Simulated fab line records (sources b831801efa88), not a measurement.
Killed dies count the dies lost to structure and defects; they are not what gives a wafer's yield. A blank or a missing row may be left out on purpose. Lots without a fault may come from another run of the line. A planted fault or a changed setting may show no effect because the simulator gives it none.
A struck lot beside a sound one ; flow sky130 ; 15 steps out of a route of 708
Sound: wafers L713.4, L713.5, L713.6. Struck: wafers L719.4, L719.6 (left out: L719.3, a lot-mate that was not struck); the cause follows at the end.
Per side, at each step with rows, come the tool, then ch with its chambers, and then its first start. Under that, the readings that differ: sound wafers ; struck wafers ; difference of the means ; sigmas: that difference in standard deviations of wafers without a fault.
alike: words and numbers the same on both sides, and readings whose means are apart by under 2 such deviations; not compared: readings that were withheld, readings missing a value for some wafer, numbers with overlapping values and no deviation given by the record, and bounds like >300 which may hide the same value.
Wherever a step has rows on one side only, a row that says differs or no value, or a row with sigmas, the two part there. Numbers that don't overlap but have no deviation are shown without sigmas and don't part them. A reading that every wafer of one side lacks parts them only if that side has two wafers or more.

SKY_VIA3_ETCH_14: etches BARC in N2/H2, stops on SiO2, time 45.9 s, target depth 60 nm.
  sound on rie diel-03 ch 1,2, day 41 07:25; struck on rie diel-01 ch 0,1, day 43 07:19
reading;sound;struck;difference;sigmas
throttle valve pct (%);13.230 13.235 13.242;13.206 13.219;-0.023;-2
  alike: chamber pressure mTorr, drypump motor current A, oes product au
  not compared: rf hours counter h
SKY_VIA3_ETCH_15: etches SiO2 in C4F8/O2/Ar, stops on TiN, target depth 507 nm, time 78 s.
  sound on rie diel-03 ch 1,2, day 41 07:27; struck on rie diel-01 ch 0,1, day 43 07:21
  alike: chamber pressure mTorr, oes product au
SKY_VIA3_STRIP_16: strips in O2/N2.
  sound on plasma asher-04 ch 0,1, day 41 07:32; struck on plasma asher-03 ch 1, day 43 07:27
  alike: chamber pressure mTorr, drypump motor current A, o2 flow sccm, oes product au, strip time to endpoint s
  not compared: rf hours counter h
then, 5 steps without rows for these wafers: SKY_VIA3_STRIP_17 (strips in post etch residue remover, time 1200 s); SKY_VIA3_CLEAN_18 (cleans in IPA, time 180 s); SKY_VIA3_CLEAN_19 (cleans in O3/DIW); SKY_VIA3_SPUTTER_20 (material TiN, target thk 20 nm, time 80 s); SKY_VIA3_CVD_21 (deposits W, target thk 390 nm, time 117.31 s).
SKY_VIA3_RS_MEAS_22: a four-point-probe measurement.
  sound: film metro-03 at day 41 08:23; struck: film metro-01 at day 43 08:14
  alike: VIA3_W_RS
SKY_VIA3_THK_MEAS_23: measures by xrf.
  sound: film metro-03 at day 41 08:28; struck: film metro-01 at day 43 08:20
  alike: VIA3_W_THK
SKY_VIA3_CMP_24: polishes, stops on SiO2, t overpolish 20 s, target thk 0 nm.
  sound on cmp-02 ch 1,2,3, day 41 08:36; struck on cmp-02 ch 1,2, day 43 08:25
  alike: edge zone pressure frac, motor current A, overpolish run s, time to endpoint s
SKY_METAL4_SPUTTER_00: material Ti, target thk 15 nm, time 10 s.
  sound: pvd sputter-01 at day 41 08:48; struck: pvd sputter-02 at day 43 08:40
  alike: throttle valve pct
SKY_METAL4_SPUTTER_01: material TiN, target thk 20 nm, time 16.7 s.
  sound: pvd sputter-01 at day 41 08:49; struck: pvd sputter-02 at day 43 08:42
reading;sound;struck;difference;sigmas
model.TiN_of_METAL4_SPUTTER_01.thk nm (nm);19.99 20.21 19.99;26.55 26.68;+6.55;
  alike: throttle valve pct
then, 1 step without rows for these wafers: SKY_METAL4_SPUTTER_02 (material AlCu, target thk 735 nm, time 39.1 s).
SKY_PAD_OPEN_PROBE_99:
  the record has rows for the sound wafers here (prober-01, day 47 06:23) and none for the struck ones

## WHERE THEY PART
First at SKY_VIA3_ETCH_14; last, within this record, at SKY_PAD_OPEN_PROBE_99.

WHY: what the simulator had put in
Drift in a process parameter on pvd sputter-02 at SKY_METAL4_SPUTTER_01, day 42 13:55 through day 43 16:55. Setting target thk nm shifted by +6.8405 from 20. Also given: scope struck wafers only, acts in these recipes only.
